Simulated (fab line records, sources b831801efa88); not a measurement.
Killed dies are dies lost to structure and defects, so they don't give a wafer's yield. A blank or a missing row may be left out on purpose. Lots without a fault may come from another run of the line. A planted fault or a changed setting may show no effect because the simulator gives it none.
Which tool did it? | flow gf180mcu | 13 lots, 39 wafers sampled, at 3 steps of a route of 602

WHAT THE GAUGES READ, wafer by wafer
GF_POLY_GATE_CD_MEAS_10: target cd 280 nm. Usual: cd_nm 280.4 nm, standard deviation 1.2.
lot  | measured     | on        | cd_nm (nm)        | flag
L771 | day 9 07:13  | cd_sem-02 | 278.4 279.0 279.5 |
L772 | day 9 15:01  | cd_sem-02 | 282.0 280.5 282.2 |
L774 | day 10 02:31 | cd_sem-01 | 280.4 278.7 279.2 |
L780 | day 11 19:03 | cd_sem-02 | 266.8 266.1 267.1 | OFF
L784 | day 13 01:45 | cd_sem-01 | 281.4 281.5 282.3 |
L786 | day 13 17:12 | cd_sem-02 | 281.2 279.8 280.1 |
L787 | day 14 01:28 | cd_sem-02 | 280.6 281.4 281.5 |
L788 | day 14 05:35 | cd_sem-01 | 279.8 280.3 280.5 |
L789 | day 14 13:00 | cd_sem-02 | 279.1 279.2 278.3 |
L791 | day 15 08:22 | cd_sem-01 | 278.8 280.2 278.7 |
L792 | day 15 10:56 | cd_sem-02 | 280.2 281.3 280.2 |
L793 | day 15 16:33 | cd_sem-02 | 283.8 283.3 282.8 |
L794 | day 16 02:25 | cd_sem-02 | 280.8 281.8 280.4 |

GF_CONTACT_BOW_MEAS_05. Usual: CONTACT_BOW 65 um, standard deviation 6.4.
lot  | measured     | on            | CONTACT_BOW (um) | flag
L771 | day 15 06:17 | film_metro-04 | 62 66 72         |
L772 | day 15 17:04 | film_metro-04 | 63 53 52         |
L774 | day 16 07:28 | film_metro-03 | 61 59 63         |
L780 | day 18 09:28 | film_metro-03 | 60 73 61         |
L784 | day 20 00:07 | film_metro-03 | 69 72 64         |
L786 | day 20 20:01 | film_metro-04 | 69 53 65         |
L787 | day 21 06:13 | film_metro-04 | 64 70 59         |
L788 | day 21 08:07 | film_metro-01 | 56 57 56         |
L789 | day 21 16:16 | film_metro-03 | 63 66 70         |
L791 | day 22 13:04 | film_metro-01 | 65 61 80         |
L792 | day 22 17:41 | film_metro-01 | 64 63 71         |
L793 | day 22 21:18 | film_metro-03 | 52 71 63         |
L794 | day 23 08:11 | film_metro-01 | 68 58 64         |

WHICH TOOL RAN EACH LOT (tool, then ch and the chambers of the sampled wafers, then the start)
lot  | GF_POLY_GATE_EXPOSE_07
L771 | krf_scanner-02 ch 0, day 8 22:43
L772 | krf_scanner-01 ch 0, day 9 06:38
L774 | krf_scanner-01 ch 0, day 9 17:43
L780 | krf_scanner-02 ch 0, day 11 09:50
L784 | krf_scanner-01 ch 0, day 12 16:08
L786 | krf_scanner-02 ch 0, day 13 07:02
L787 | krf_scanner-01 ch 0, day 13 14:56
L788 | krf_scanner-02 ch 0, day 13 19:10
L789 | krf_scanner-02 ch 0, day 14 03:03
L791 | krf_scanner-02 ch 0, day 14 22:02
L792 | krf_scanner-02 ch 0, day 14 23:55
L793 | krf_scanner-02 ch 0, day 15 05:24
L794 | krf_scanner-01 ch 0, day 15 15:36
- GF_POLY_GATE_EXPOSE_07: exposes mask Poly2, target cd 280 nm.

WHAT THE TOOLS THEMSELVES READ (means of the sampled wafers that have a number; where no wafer has one, the mark that the record gives instead)
GF_POLY_GATE_EXPOSE_07. Usual: stage_vel_mm_s 500.04 mm/s, standard deviation 0.26.
lot  | tool           | stage_vel_mm_s (mm/s) | flag
L771 | krf_scanner-02 | 500.35                |
L772 | krf_scanner-01 | 499.97                |
L774 | krf_scanner-01 | 499.79                |
L780 | krf_scanner-02 | 500.27                |
L784 | krf_scanner-01 | 500.12                |
L786 | krf_scanner-02 | 500.35                |
L787 | krf_scanner-01 | 499.82                |
L788 | krf_scanner-02 | 500.02                |
L789 | krf_scanner-02 | 499.92                |
L791 | krf_scanner-02 | 500.31                |
L792 | krf_scanner-02 | 499.79                |
L793 | krf_scanner-02 | 500.31                |
L794 | krf_scanner-01 | 500.05                |

THE ANSWER, worked out from the rows above alone
Rule: a lot is off if the mean of its wafers that have a number lies more than 3 standard deviations from the usual mean. A lot without any number at a reading at which 4 lots or more have one is off too. The other lots that the step has rows for count as sound. The gauges are gone through in route order, then the tools' own readings, and for those a lot's mean is taken as printed above. The first step at which some lot is off is used, and at that step the reading that is off furthest; a lot without a number counts as furthest.
Off: L780, at GF_POLY_GATE_CD_MEAS_10 (cd_nm).
A tool fits if, at a process step before that reading, it ran every lot that is off, and no sound lot after the first of them. The gauges at GF_POLY_GATE_CD_MEAS_10 are tried like those tools. None of those tried fits.

WHAT THE SIMULATOR HAD PUT IN
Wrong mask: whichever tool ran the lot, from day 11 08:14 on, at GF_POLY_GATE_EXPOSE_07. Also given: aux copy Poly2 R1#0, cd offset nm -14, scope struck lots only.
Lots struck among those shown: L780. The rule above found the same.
